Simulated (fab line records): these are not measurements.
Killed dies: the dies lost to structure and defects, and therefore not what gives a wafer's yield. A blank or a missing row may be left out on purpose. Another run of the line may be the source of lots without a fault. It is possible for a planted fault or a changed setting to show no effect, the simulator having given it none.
What tool caused it? || flow sky130 || 18 wafers from 6 lots sampled at 2 of the route's 708 steps

== WHAT THE GAUGES READ, wafer by wafer ==
SKY_VIA2_RS_MEAS_22: the measuring method here is four-point-probe.
{"lot": "L109", "measured": "day 37 20:24", "on": "film metro-01", "VIA2_W_RS (ohm/sq)": "0.265 0.274 0.265"}
{"lot": "L116", "measured": "day 39 15:54", "on": "film metro-01", "VIA2_W_RS (ohm/sq)": "0.274 0.264 0.271"}
{"lot": "L121", "measured": "day 41 02:35", "on": "film metro-03", "VIA2_W_RS (ohm/sq)": "0.272 0.273 0.273"}
{"lot": "L123", "measured": "day 41 14:41", "on": "film metro-03", "VIA2_W_RS (ohm/sq)": "0.276 0.265 0.267"}
{"lot": "L125", "measured": "day 42 03:35", "on": "film metro-02", "VIA2_W_RS (ohm/sq)": "0.274 0.275 0.266"}
{"lot": "L130", "measured": "day 43 05:07", "on": "film metro-01", "VIA2_W_RS (ohm/sq)": "0.270 0.278 0.278"}

== WHICH TOOL RAN EACH LOT (tool, then ch and the chambers of the sampled wafers, then the start) ==
{"lot": "L109", "SKY_VIA2_CVD_21": "cvd w-01 ch 0,1, day 37 20:16"}
{"lot": "L116", "SKY_VIA2_CVD_21": "cvd w-01 ch 0,1, day 39 15:45"}
{"lot": "L121", "SKY_VIA2_CVD_21": "cvd w-02 ch 0,1, day 41 02:27"}
{"lot": "L123", "SKY_VIA2_CVD_21": "cvd w-01 ch 0,1, day 41 14:33"}
{"lot": "L125", "SKY_VIA2_CVD_21": "cvd w-01 ch 0,1, day 42 03:26"}
{"lot": "L130", "SKY_VIA2_CVD_21": "cvd w-01 ch 0,1, day 43 04:59"}
- SKY_VIA2_CVD_21: deposits W, target thk 420 nm, time 126.4 s.

== THE ANSWER, worked out from the rows above alone ==
Rule: what is usual is taken from the lots themselves. The widest of any qualifying gaps counts: lots, ordered by their means at a reading, are off when they make up no more than a third of the lots, leave a main group of 4 or more, and stand apart from it by 3 or more times the standard deviation of that group's means. If all means in a main group match to the digits the tables above print for the reading, that group is not used. Also off: a lot with no number at a reading for which 4 or more lots have one. All remaining lots with rows at the step are treated as sound.
Across all readings shown, no lot is off: no conclusion can be drawn from this.

== WHAT THE SIMULATOR HAD PUT IN ==
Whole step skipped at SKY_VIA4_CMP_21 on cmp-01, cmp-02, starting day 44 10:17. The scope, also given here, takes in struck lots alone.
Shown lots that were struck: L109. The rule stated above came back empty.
